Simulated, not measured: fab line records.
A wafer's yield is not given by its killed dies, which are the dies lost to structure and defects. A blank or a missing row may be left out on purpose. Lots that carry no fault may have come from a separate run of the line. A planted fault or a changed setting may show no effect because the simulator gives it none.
Matching of chambers || flow sky130 || SKY_POLY_GATE_ETCH_17 on rie_si-02: 4 sister chambers
The step etches poly-Si in HBr/Cl2, stops on SiO2, target depth 180 nm, time 70.5 s. 8 wafers are shown with their chamber, then 7 later ones without.

WAFERS, EACH WITH ITS CHAMBER
{"wafer": "L606.4", "chamber": 0, "drypump_motor_current_A (A)": 5.63, "oes_product_au (a.u.)": 0.998}
{"wafer": "L606.5", "chamber": 2, "drypump_motor_current_A (A)": 5.36, "oes_product_au (a.u.)": 0.977}
{"wafer": "L606.6", "chamber": 1, "drypump_motor_current_A (A)": 5.47, "oes_product_au (a.u.)": 0.981}
{"wafer": "L610.2", "chamber": 3, "drypump_motor_current_A (A)": 5.80, "oes_product_au (a.u.)": 0.989}
{"wafer": "L610.3", "chamber": 1, "drypump_motor_current_A (A)": 5.46, "oes_product_au (a.u.)": 0.985}
{"wafer": "L610.4", "chamber": 0, "drypump_motor_current_A (A)": 5.63, "oes_product_au (a.u.)": 0.991}
{"wafer": "L617.1", "chamber": 3, "drypump_motor_current_A (A)": 5.81, "oes_product_au (a.u.)": 0.988}
{"wafer": "L617.4", "chamber": 2, "drypump_motor_current_A (A)": 5.35, "oes_product_au (a.u.)": 0.998}

WAFERS WITHOUT THEIR CHAMBER
{"wafer": "L617.5", "drypump_motor_current_A (A)": 5.81, "oes_product_au (a.u.)": 0.987}
{"wafer": "L621.1", "drypump_motor_current_A (A)": 5.80, "oes_product_au (a.u.)": 1.004}
{"wafer": "L621.2", "drypump_motor_current_A (A)": 5.36, "oes_product_au (a.u.)": 0.993}
{"wafer": "L621.6", "drypump_motor_current_A (A)": 5.46, "oes_product_au (a.u.)": 0.988}
{"wafer": "L613.2", "drypump_motor_current_A (A)": 5.64, "oes_product_au (a.u.)": 0.992}
{"wafer": "L613.4", "drypump_motor_current_A (A)": 5.47, "oes_product_au (a.u.)": 0.983}
{"wafer": "L613.6", "drypump_motor_current_A (A)": 5.62, "oes_product_au (a.u.)": 0.993}

CHAMBER TAKEN BY EACH
{"wafer": "L617.5", "from the rows above": 3, "in truth": 3}
{"wafer": "L621.1", "from the rows above": 3, "in truth": 3}
{"wafer": "L621.2", "from the rows above": 2, "in truth": 2}
{"wafer": "L621.6", "from the rows above": 1, "in truth": 1}
{"wafer": "L613.2", "from the rows above": 0, "in truth": 0}
{"wafer": "L613.4", "from the rows above": 1, "in truth": 1}
{"wafer": "L613.6", "from the rows above": 0, "in truth": 0}
Correctly placed: 7 of 7. Not placeable from these rows: 0. Number placed wrongly: 0.
How it was worked out, from the rows above alone: a wafer's distance from a chamber is the root of the sum, over the readings, of the square of ((its reading less the chamber's mean) divided by the reading's scatter). If the next closest chamber is less than 2 further off than the closest, the wafer can't be placed; otherwise it belongs to the closest. A chamber's mean is the mean of its shown wafers. The scatter is the square root of a quotient: the sum, over the shown wafers, of each reading's squared deviation from its chamber's mean, divided by wafers minus chambers.
